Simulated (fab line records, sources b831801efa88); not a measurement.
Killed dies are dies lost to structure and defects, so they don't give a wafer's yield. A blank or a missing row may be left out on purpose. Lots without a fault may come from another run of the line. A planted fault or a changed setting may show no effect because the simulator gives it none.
A struck lot beside a sound one | flow sfq_line | 41 steps out of a route of 325
Sound: wafers L773.4, L773.5, L773.6. Struck: wafer L778.2. (L778.4, L778.6 of the same lot were not struck and are left out.) The cause comes at the end.
At each step with rows: each side's tool, then ch and its chambers, then its first start. Under that, the readings that differ: sound wafers | struck wafers | difference of the means | sigmas: that difference in standard deviations of wafers without a fault.
alike: readings whose means differ by less than 2 such deviations, and words and numbers that are the same on both sides. not compared: withheld readings, readings that some wafer has no value for, bounds like >300 that may hide the same value, and numbers for which the record gives no deviation and whose values overlap.
The two part at a step that has a row with sigmas, a row that says differs or no value, or rows on one side only. Numbers that don't overlap but have no deviation are shown without sigmas and don't part them. A reading that every wafer of one side lacks parts them only if that side has two wafers or more.

first, 6 steps without rows for these wafers: SFQ_TRILAYER_M7_LITHO_COAT_182 (resist thk 62 nm); SFQ_TRILAYER_M7_LITHO_COAT_177 (resist thk 600 nm); SFQ_TRILAYER_M7_LITHO_SOFTBAKE_181; SFQ_TRILAYER_M7_LITHO_EXPOSE_178 (exposes mask M7, target cd 500 nm); SFQ_TRILAYER_M7_LITHO_PEB_180 (peb time 60 s); SFQ_TRILAYER_M7_LITHO_DEVELOP_179 (time 60 s).
SFQ_M7_OVL_MEAS_945:
  sound on overlay-01, day 66 23:34; struck on overlay-02, day 67 05:41
  alike: M7_OVL
SFQ_TRILAYER_M7_BARC_OPEN_METAL_ETCH_229: etches BARC in O2, target depth 125 nm, time 41.7 s.
  sound on rie_metal-04 ch 0,1, day 66 23:36; struck on rie_metal-01 ch 0, day 67 05:43
  reading                | sound | struck | difference                   | sigmas
  rf_hours_counter_h (h) | - - - | 109    | no value on the sound wafers |
  alike: drypump_motor_current_A, oes_product_au
SFQ_TRILAYER_M7_ETCH_METAL_ETCH_180: etches Nb in Cl2/Ar, stops on SiO2, target depth 240 nm, time 120 s.
  sound on rie_metal-04 ch 0,1, day 66 23:41; struck on rie_metal-01 ch 0, day 67 05:46
  reading                | sound | struck | difference                   | sigmas
  rf_hours_counter_h (h) | - - - | 109    | no value on the sound wafers |
  alike: drypump_motor_current_A, oes_product_au
then, 2 steps without rows for these wafers: SFQ_TRILAYER_M7_STRIP_STRIP_181 (strips in O2); SFQ_TRILAYER_M7_STRIP_SOLV_CLEAN_182 (cleans in NMP, time 600 s).
SFQ_TRILAYER_I7_DEP_PECVD_183: deposits SiO2 from SiH4/N2O, time 111.11 s, target thk 500 nm.
  sound on pecvd-01 ch 0,1,2, day 67 00:46; struck on pecvd-03 ch 1, day 67 06:40
  alike: heater_power_w, throttle_valve_pct
SFQ_TRILAYER_I7_CMP_CMP_184: polishes SiO2.
  sound on cmp-01 ch 0,1,2, day 67 01:48; struck on cmp-01 ch 0, day 67 13:48
  reading                                             | sound             | struck | difference | sigmas
  time_to_endpoint_s (s)                              | 216 227 227       | 274    | +51        | +8
  model.SiO2_of_TRILAYER_I7_DEP_PECVD_183.thk_nm (nm) | 200.4 199.4 199.9 | 304.2  | +104.3     |
  alike: motor_current_A
SFQ_I7_BOW_MEAS_946:
  sound on film_metro-01, day 67 03:52; struck on film_metro-02, day 67 15:49
  alike: I7_BOW
SFQ_TRILAYER_I7_METRO_MEASURE_185:
  sound on film_metro-01, day 67 04:31; struck on film_metro-02, day 67 16:07
  reading     | sound             | struck | difference | sigmas
  thk_nm (nm) | 200.4 199.5 199.6 | 303.9  | +104.1     | +99 or more
then, 6 steps without rows for these wafers: SFQ_TRILAYER_I7_VIA_LITHO_COAT_192 (resist thk 62 nm); SFQ_TRILAYER_I7_VIA_LITHO_COAT_187 (resist thk 650 nm); SFQ_TRILAYER_I7_VIA_LITHO_SOFTBAKE_191; SFQ_TRILAYER_I7_VIA_LITHO_EXPOSE_188 (exposes mask I7, target cd 1000 nm); SFQ_TRILAYER_I7_VIA_LITHO_PEB_190 (peb time 60 s); SFQ_TRILAYER_I7_VIA_LITHO_DEVELOP_189 (time 60 s).
-- the record jumps here: 4 days lie between the struck wafers' starts before and after --
SFQ_I7_OVL_MEAS_947:
  sound on overlay-01, day 70 23:05; struck on overlay-01, day 71 08:40
  alike: I7_OVL
SFQ_TRILAYER_I7_VIA_BARC_OPEN_VIA_ETCH_260: etches BARC in O2, target depth 125 nm, time 41.7 s.
  sound on rie_diel-04 ch 1,2, day 70 23:06; struck on rie_diel-01 ch 0, day 71 08:42
  alike: drypump_motor_current_A, oes_product_au
  not compared: rf_hours_counter_h
SFQ_TRILAYER_I7_VIA_ETCH_VIA_ETCH_190: etches SiO2 in CHF3, stops on Nb, target depth 260 nm.
  sound on rie_diel-04 ch 1,2, day 70 23:08; struck on rie_diel-01 ch 0, day 71 08:44
  reading                        | sound             | struck | difference | sigmas
  oes_product_au (a.u.)          | 0.847 0.849 0.857 | 0.989  | +0.138     | +24
  model.etch.depth_nm (nm)       | 200.4 199.4 199.9 | 250.9  | +51.0      |
  model.I7.feature_depth_nm (nm) | 200.4 199.4 199.9 | 250.9  | +51.0      |
  alike: drypump_motor_current_A
SFQ_TRILAYER_I7_VIA_STRIP_STRIP_191: strips in O2.
  sound on rie_metal-03 ch 0,1, day 70 23:27; struck on rie_metal-03 ch 0, day 71 08:51
  reading                | sound | struck | difference                   | sigmas
  rf_hours_counter_h (h) | - - - | 139    | no value on the sound wafers |
  alike: drypump_motor_current_A, oes_product_au
then, 8 steps without rows for these wafers: SFQ_TRILAYER_I7_VIA_STRIP_SOLV_CLEAN_192 (cleans in NMP, time 600 s); SFQ_TRILAYER_M8_LITHO_LOR_COAT_197; SFQ_TRILAYER_M8_LITHO_LOR_BAKE_198; SFQ_TRILAYER_M8_LITHO_COAT_193 (resist thk 600 nm); SFQ_TRILAYER_M8_LITHO_SOFTBAKE_199; SFQ_TRILAYER_M8_LITHO_EXPOSE_194 (exposes mask M8, target cd 2000 nm); SFQ_TRILAYER_M8_LITHO_PEB_196 (peb time 60 s); SFQ_TRILAYER_M8_LITHO_DEVELOP_195 (img clear 15 s, time 55 s).
-- the record jumps here: 3 days lie between the struck wafers' starts before and after --
SFQ_M8_OVL_MEAS_948:
  sound on overlay-02, day 73 08:43; struck on overlay-01, day 73 22:54
  alike: M8_OVL
then, 3 steps without rows for these wafers: SFQ_TRILAYER_M8_DEP_EVAP_197 (material Ti, target thk 20 nm, time 100 s); SFQ_TRILAYER_M8_DEP_EVAP_198 (material Pt, target thk 50 nm, time 250 s); SFQ_TRILAYER_M8_DEP_EVAP_196 (material Au, target thk 180 nm, time 900 s).
SFQ_M8_RS_MEAS_949: measures by four-point-probe.
  sound on film_metro-04, day 73 09:32; struck on film_metro-04, day 73 23:41
  alike: M8_AU_RS
SFQ_M8_THK_MEAS_950: measures by xrf.
  sound on film_metro-04, day 73 09:38; struck on film_metro-04, day 73 23:48
  alike: M8_AU_THK
then, 1 step without rows for these wafers: SFQ_TRILAYER_M8_LIFTOFF_LIFTOFF_197 (chemistry NMP, time 600 s).
SFQ_M8_BOW_MEAS_951:
  sound on film_metro-02, day 73 09:54; struck on film_metro-02, day 74 00:02
  reading                 | sound             | struck | difference | sigmas
  model.etest.i7.link_ohm | 1.051 1.064 1.052 | 1e+06  | +1e+06     |
  alike: M8_BOW

WHERE THEY PART
First at SFQ_TRILAYER_M7_BARC_OPEN_METAL_ETCH_229; last, within this record, at SFQ_TRILAYER_I7_VIA_STRIP_STRIP_191. Later steps at which nothing parts them and some readings are alike: SFQ_M8_OVL_MEAS_948, SFQ_M8_RS_MEAS_949, SFQ_M8_THK_MEAS_950, SFQ_M8_BOW_MEAS_951.

WHY: what the simulator had put in
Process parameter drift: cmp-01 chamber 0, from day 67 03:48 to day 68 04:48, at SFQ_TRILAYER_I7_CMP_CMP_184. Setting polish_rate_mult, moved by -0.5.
